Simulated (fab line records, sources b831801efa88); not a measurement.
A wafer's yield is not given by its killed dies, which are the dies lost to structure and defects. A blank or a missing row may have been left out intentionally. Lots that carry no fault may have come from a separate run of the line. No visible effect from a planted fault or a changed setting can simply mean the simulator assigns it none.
fab line records | flow sky130
record lots=11 | wafers=33 | lastDay=50
route steps=708 shown PASSIVATION@683 PAD_OPEN@701
lots with no fault: from the same line, run without faults
startH: start of the lot's first displayed wafer, in hours after the record's first day | waitH: hours elapsed since this lot's preceding step | " unchanged from the row above | L1.1+2: one row covering several wafers at once | - no value, or no start given | * or withheld: withheld | < > ~ a bound
route shown NAME@n: a module of which the file shows steps, and the number in the route of the first | usual: mean/standard deviation of fault-free wafers | same: alike in all rows | chamber/n: place in a boat | sites: per-site readings | _std_site: the values' standard deviation | _edge_site: outer sites' mean less inner sites' | radiusMm: for every site, how far away it sits from the centre of the wafer | mask NAME#n: copy n | behind: the most recent tool/chamber to have shaped the wafer | hold: why the lot was held/for how many hours/how that ended | device: names the non-switching transistor (n, p or np) | end of line: the tests these same wafers got at the end of their route | where a step has no rows: the recipe by itself | killed: at the first sort, the dies lost to defects and structure; wafer yield is something else | map: dies across one wafer; x = killed, . = not, _ = none there
set.NAME: the setting as run; set.NAME@STEP: as run at that earlier step | model.NAME: the simulator's own value behind a step, which no gauge read
one table for each step of the route and one row for each wafer, over a sample of lots
services: when a tool's chamber went out of use (startH, in hours from the record's first day, below 0 if earlier), for how many hours, and the reason
## steps
# step SKY_PASSIVATION_CVD_02
# recipe material=Si3N4 | targetThkNm=540 | tempC=400 | timeS=withheld | rfW=450
# usual heaterPowerW=699/98 | rfFwdPowerW=448.9/1.2
lot.wafer | tool     | chamber | startH  | waitH | heaterPowerW | rfFwdPowerW
L175.4    | pecvd-01 | 2       | 1028.49 | 0.1   | 655          | 450.5
L175.5    | "        | 0       | "       | "     | 644          | 449.4
L175.6    | "        | 1       | "       | "     | 788          | 452.4
L177.1    | pecvd-02 | 1       | 1038.52 | 0.1   | 646          | 450.2
L177.5    | "        | 1       | "       | "     | 719          | 449.0
L177.6    | "        | 2       | "       | "     | 595          | 448.3
L176.1    | pecvd-02 | 0       | 1041.03 | 0.1   | 713          | 449.3
L176.4    | "        | 1       | "       | "     | 834          | 446.7
L176.5    | "        | 0       | "       | "     | 777          | 448.5
L179.2    | pecvd-01 | 1       | 1052.65 | 0.0   | 762          | 448.5
L179.4    | "        | 2       | "       | "     | 660          | 447.7
L179.5    | "        | 1       | "       | "     | 766          | 448.2
L182.2    | pecvd-01 | 2       | 1076.23 | 0.0   | 815          | 450.1
L182.3    | "        | 1       | "       | "     | 696          | 450.3
L182.4    | "        | 2       | "       | "     | 671          | 448.2
L184.1    | pecvd-01 | 1       | 1089.86 | 0.1   | 771          | 375.3
L184.2    | "        | 0       | "       | "     | 639          | 450.7
L184.3    | "        | 2       | "       | "     | 746          | 449.5
L190.2    | pecvd-03 | 2       | 1125.32 | 0.0   | 647          | 449.1
L190.4    | "        | 1       | "       | "     | 624          | 449.6
L190.6    | "        | 0       | "       | "     | 847          | 447.7
L191.1    | pecvd-02 | 2       | 1130.44 | 0.1   | 594          | 449.6
L191.2    | "        | 0       | "       | "     | 821          | 447.3
L191.5    | "        | 2       | "       | "     | 471          | 447.3
L196.4    | pecvd-03 | 0       | 1155.85 | 0.1   | 822          | 447.0
L196.5    | "        | 1       | "       | "     | 587          | 449.3
L196.6    | "        | 0       | "       | "     | 862          | 445.0
L197.1    | pecvd-03 | 0       | 1160.23 | 0.1   | 745          | 448.9
L197.4    | "        | 2       | "       | "     | 689          | 448.8
L197.6    | "        | 0       | "       | "     | 769          | 449.7
L198.1    | pecvd-02 | 1       | 1162.23 | 0.1   | 791          | 450.1
L198.4    | "        | 1       | "       | "     | 811          | 449.0
L198.6    | "        | 0       | "       | "     | 660          | 450.1
# step SKY_PASSIVATION_THK_MEAS_03
# recipe reads=Si3N4_of_PASSIVATION_CVD_02
# usual PASSIVATION_CVD_02_THK=541/6.7
lot.wafer | tool         | chamber | startH  | waitH | PASSIVATION_CVD_02_THK[nm]
L175.4    | filmMetro-04 | -       | 1028.63 | -     | 551
L175.5    | "            | -       | "       | "     | 543
L175.6    | "            | -       | "       | "     | 550
L177.1    | filmMetro-03 | -       | 1038.75 | -     | 529
L177.5    | "            | -       | "       | "     | 541
L177.6    | "            | -       | "       | "     | 539
L176.1    | filmMetro-01 | -       | 1041.37 | -     | 528
L176.4    | "            | -       | "       | "     | 543
L176.5    | "            | -       | "       | "     | 548
L179.2    | filmMetro-04 | -       | 1052.89 | -     | 523
L179.4    | "            | -       | "       | "     | 542
L179.5    | "            | -       | "       | "     | 538
L182.2    | filmMetro-04 | -       | 1076.47 | -     | 530
L182.3    | "            | -       | "       | "     | 532
L182.4    | "            | -       | "       | "     | 543
L184.1    | filmMetro-04 | -       | 1090.09 | -     | 508
L184.2    | "            | -       | "       | "     | 537
L184.3    | "            | -       | "       | "     | 533
L190.2    | filmMetro-03 | -       | 1125.55 | -     | 526
L190.4    | "            | -       | "       | "     | 548
L190.6    | "            | -       | "       | "     | 542
L191.1    | filmMetro-03 | -       | 1130.67 | -     | 530
L191.2    | "            | -       | "       | "     | 533
L191.5    | "            | -       | "       | "     | 541
L196.4    | filmMetro-03 | -       | 1156.11 | -     | 544
L196.5    | "            | -       | "       | "     | 552
L196.6    | "            | -       | "       | "     | 543
L197.1    | filmMetro-04 | -       | 1160.46 | -     | 541
L197.4    | "            | -       | "       | "     | 550
L197.6    | "            | -       | "       | "     | 557
L198.1    | filmMetro-04 | -       | 1162.45 | -     | 542
L198.4    | "            | -       | "       | "     | 542
L198.6    | "            | -       | "       | "     | 536
# step SKY_PASSIVATION_ETCH_11
# recipe chemistry=CF4/O2 | targetDepthNm=725 | stopOn=AlCu | sourceW=800 | biasW=150 | pressureMtorr=150 | cf4FlowSccm=80 | O2_flow_sccm=10 | timeS=161.1
# usual drypumpMotorCurrentA=5.8/0.46 | oesProductAu=0.979/0.0064 | rfFwdPowerW=796.9/2.5 | throttleValvePct=5.964/0.0093
lot.wafer | tool       | chamber | startH  | waitH | drypumpMotorCurrentA | oesProductAu | rfFwdPowerW | rfHoursCounterH | throttleValvePct
L175.4    | rieDiel-03 | 0       | 1050.58 | -     | 4.8                  | 0.980        | 794.3       | 1               | 5.965
L175.5    | "          | 2       | "       | "     | 6.0                  | 0.989        | 800.9       | -               | 5.943
L175.6    | "          | 1       | "       | "     | 5.7                  | 0.995        | 801.0       | -               | 5.964
L177.1    | rieDiel-03 | 3       | 1060.17 | -     | 5.9                  | 0.972        | 797.0       | 10              | 5.956
L177.5    | "          | 0       | "       | "     | 4.8                  | 0.976        | 802.0       | -               | 5.959
L177.6    | "          | 3       | "       | "     | 5.8                  | 0.978        | 795.2       | -               | 5.979
L176.1    | rieDiel-02 | 3       | 1063.03 | -     | 6.1                  | 0.958        | 797.6       | 11              | 5.964
L176.4    | "          | 1       | "       | "     | 5.2                  | 0.975        | 795.8       | -               | 5.967
L176.5    | "          | 3       | "       | "     | 6.1                  | 0.984        | 798.6       | -               | 5.962
L179.2    | rieDiel-03 | 2       | 1073.47 | -     | 5.9                  | 0.972        | 799.5       | 12              | 5.966
L179.4    | "          | 3       | "       | "     | 5.9                  | 0.976        | 792.3       | 11              | 5.971
L179.5    | "          | 2       | "       | "     | 6.0                  | 0.975        | 800.2       | -               | 5.956
L182.2    | rieDiel-03 | 3       | 1096.62 | -     | 5.9                  | 0.968        | 792.9       | 11              | 5.961
L182.3    | "          | 2       | "       | "     | 6.0                  | 0.967        | 797.4       | 12              | 5.967
L182.4    | "          | 0       | "       | "     | 4.8                  | 0.980        | 796.8       | 3               | 5.964
L184.1    | rieDiel-01 | 0       | 1110.12 | -     | 6.2                  | 0.949        | 797.3       | 7               | 5.951
L184.2    | "          | 3       | "       | "     | 6.4                  | 0.971        | 795.6       | 12              | 5.958
L184.3    | "          | 1       | "       | "     | 5.3                  | 0.979        | 799.9       | 19              | 5.978
L190.2    | rieDiel-01 | 2       | 1144.63 | -     | 6.2                  | 0.970        | 793.9       | 16              | 5.951
L190.4    | "          | 3       | "       | "     | 6.4                  | 0.992        | 798.2       | 13              | 5.985
L190.6    | "          | 1       | "       | "     | 5.3                  | 0.974        | 799.2       | -               | 5.965
L191.1    | rieDiel-03 | 1       | 1148.97 | -     | 5.7                  | 0.973        | 798.8       | 24              | 5.946
L191.2    | "          | 3       | "       | "     | 5.9                  | 0.980        | 792.7       | 14              | 5.976
L191.5    | "          | 2       | "       | "     | 5.9                  | 0.976        | 799.6       | -               | 5.964
L196.4    | rieDiel-02 | 1       | 1173.17 | -     | 5.2                  | 0.988        | 798.7       | 17              | 5.967
L196.5    | "          | 3       | "       | "     | 6.1                  | 0.983        | 796.8       | -               | 5.970
L196.6    | "          | 0       | "       | "     | 6.0                  | 0.979        | 794.6       | -               | 5.963
L197.1    | rieDiel-03 | 0       | 1177.12 | -     | 4.8                  | 0.976        | 797.3       | 6               | 5.967
L197.4    | "          | 3       | "       | "     | 5.9                  | 0.978        | 797.4       | 15              | 5.968
L197.6    | "          | 1       | "       | "     | 5.7                  | 0.990        | 795.2       | -               | 5.973
L198.1    | rieDiel-02 | 1       | 1178.88 | -     | 5.2                  | 0.982        | 795.1       | 18              | 5.973
L198.4    | "          | 0       | "       | "     | 6.0                  | 0.978        | 798.2       | 14              | 5.957
L198.6    | "          | 0       | "       | "     | 6.0                  | 0.985        | 796.5       | -               | 5.952
# step SKY_PAD_OPEN_ETCH_07
# recipe chemistry=CF4/O2 | targetDepthNm=725 | stopOn=AlCu | sourceW=800 | biasW=150 | pressureMtorr=150 | cf4FlowSccm=80 | O2_flow_sccm=10 | timeS=161.1
# usual drypumpMotorCurrentA=5.9/0.54 | oesProductAu=0.979/0.0073 | rfFwdPowerW=797.4/2.8 | throttleValvePct=5.965/0.009
lot.wafer | tool       | chamber | startH  | waitH | drypumpMotorCurrentA | oesProductAu | rfFwdPowerW | rfHoursCounterH | throttleValvePct
L175.4    | rieDiel-02 | 0       | 1071.40 | -     | 6.0                  | 0.986        | 792.2       | 10              | 5.987
L175.5    | "          | 1       | "       | "     | 5.2                  | 0.981        | 797.1       | -               | 5.963
L175.6    | "          | 2       | "       | "     | 5.9                  | 0.984        | 799.7       | -               | 5.988
L177.1    | rieDiel-04 | 0       | 1081.50 | -     | 6.3                  | 0.966        | 799.1       | 13              | 5.969
L177.5    | "          | 2       | "       | "     | 5.5                  | 0.979        | 798.1       | -               | 5.962
L177.6    | "          | 3       | "       | "     | 6.6                  | 0.985        | 797.1       | -               | 5.969
L176.1    | rieDiel-03 | 2       | 1083.77 | -     | 5.9                  | 0.966        | 799.9       | 12              | 5.971
L176.4    | "          | 0       | "       | "     | 4.8                  | 0.983        | 799.1       | 2               | 5.963
L176.5    | "          | 2       | "       | "     | 6.0                  | 0.986        | 795.6       | -               | 5.974
L179.2    | rieDiel-03 | 2       | 1093.72 | -     | 6.0                  | 0.971        | 794.7       | 12              | 5.974
L179.4    | "          | 0       | "       | "     | 4.8                  | 0.975        | 799.8       | 2               | 5.970
L179.5    | "          | 0       | "       | "     | 4.8                  | 0.974        | 797.8       | -               | 5.955
L182.2    | rieDiel-03 | 0       | 1116.60 | -     | 4.8                  | 0.968        | 791.6       | 3               | 5.966
L182.3    | "          | 3       | "       | "     | 5.8                  | 0.976        | 795.6       | 12              | 5.975
L182.4    | "          | 1       | "       | "     | 5.7                  | 0.988        | 800.1       | 23              | 5.968
L184.1    | rieDiel-04 | 2       | 1129.60 | -     | 5.5                  | 0.945        | 799.6       | 10              | 5.958
L184.2    | "          | 1       | "       | "     | 6.8                  | 0.977        | 801.6       | 9               | 5.975
L184.3    | "          | 3       | "       | "     | 6.7                  | 0.972        | 792.3       | 15              | 5.960
L190.2    | rieDiel-03 | 2       | 1162.67 | -     | 6.0                  | 0.973        | 796.9       | 15              | 5.966
L190.4    | "          | 0       | "       | "     | 4.8                  | 0.984        | 793.5       | 5               | 5.940
L190.6    | "          | 3       | "       | "     | 5.9                  | 0.982        | 797.0       | -               | 5.958
L191.1    | rieDiel-04 | 0       | 1166.32 | -     | 6.4                  | 0.973        | 799.8       | 16              | 5.977
L191.2    | "          | 3       | "       | "     | 6.6                  | 0.960        | 795.1       | 17              | 5.962
L191.5    | "          | 0       | "       | "     | 6.4                  | 0.977        | 802.4       | -               | 5.970
L196.4    | rieDiel-02 | 0       | 1189.32 | -     | 6.0                  | 0.978        | 795.2       | 14              | 5.980
L196.5    | "          | 1       | "       | "     | 5.2                  | 0.981        | 800.6       | -               | 5.973
L196.6    | "          | 2       | "       | "     | 5.9                  | 0.988        | 794.3       | -               | 5.954
L197.1    | rieDiel-03 | 2       | 1193.27 | -     | 6.0                  | 0.975        | 798.8       | 16              | 5.987
L197.4    | "          | 1       | "       | "     | 5.7                  | 0.988        | 797.0       | 26              | 5.968
L197.6    | "          | 2       | "       | "     | 6.0                  | 0.982        | 798.3       | -               | 5.972
L198.1    | rieDiel-02 | 0       | 1194.50 | -     | 6.0                  | 0.971        | 800.5       | 14              | 5.951
L198.4    | "          | 2       | "       | "     | 5.9                  | 0.985        | 797.0       | 3               | 5.967
L198.6    | "          | 2       | "       | "     | 5.9                  | 0.980        | 795.8       | -               | 5.966
## services
tool       | chamber | startH  | hours | kind
pecvd-01   | 0       | 1013.20 | 5.5   | scheduledDown
rieDiel-04 | 3       | 1024.89 | 8.0   | repair
pecvd-01   | -       | 1025.28 | 2.8   | pm
rieDiel-04 | 1       | 1025.32 | 1.6   | repair
rieDiel-03 | 0       | 1032.71 | 12.4  | repair
pecvd-02   | -       | 1034.79 | 1.7   | repair
pecvd-02   | 2       | 1039.07 | 19.7  | repair
rieDiel-02 | 2       | 1045.87 | 7.2   | repair
pecvd-01   | 1       | 1057.17 | 5.5   | scheduledDown
rieDiel-02 | 2       | 1057.39 | 11.7  | repair
pecvd-01   | 0       | 1079.96 | 5.5   | scheduledDown
pecvd-01   | 1       | 1085.50 | 2.1   | scheduledDown
rieDiel-03 | -       | 1085.92 | 0.2   | repair
rieDiel-02 | 2       | 1091.50 | -     | clean
rieDiel-02 | 2       | 1091.50 | 16.6  | scheduledDown
rieDiel-02 | 2       | 1091.50 | 16.6  | ventCycle
rieDiel-02 | 0       | 1093.64 | 7.1   | repair
rieDiel-02 | -       | 1105.98 | 2.8   | pm
rieDiel-01 | 1       | 1110.49 | 9.9   | repair
pecvd-02   | -       | 1123.57 | 2.8   | pm
pecvd-01   | 1       | 1148.89 | 2.3   | repair
pecvd-01   | 2       | 1159.40 | 5.5   | scheduledDown
pecvd-02   | 0       | 1180.62 | -     | clean
pecvd-02   | 0       | 1180.62 | -     | consumableReplace:showerhead
## key
firstSign step=SKY_PASSIVATION_CVD_02 | reading=rfFwdPowerW | direction=down | sigmas=59 | usual=448.9 | struck=375.3
effect step=SKY_PASSIVATION_THK_MEAS_03 | reading=PASSIVATION_CVD_02_THK | direction=down | sigmas=5 | usual=541 | struck=508
effect step=SKY_PASSIVATION_ETCH_11 | reading=oesProductAu | direction=down | sigmas=4.7 | usual=0.979 | struck=0.949
effect step=SKY_PAD_OPEN_ETCH_07 | reading=oesProductAu | direction=down | sigmas=4.7 | usual=0.979 | struck=0.945
metAt SKY_PASSIVATION_CVD_02
struckLots L184
struckWafers L184.1
onsetBetween 1076.23 1089.86
fault kind=processParameterDrift | tool=pecvd-01 | chamber=1 | onsetH=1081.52 | steps=SKY_PASSIVATION_CVD_02 | channel=rfW | offset=-72 | shape=step | endH=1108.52 | actsIn=theseRecipesOnly | stated=450
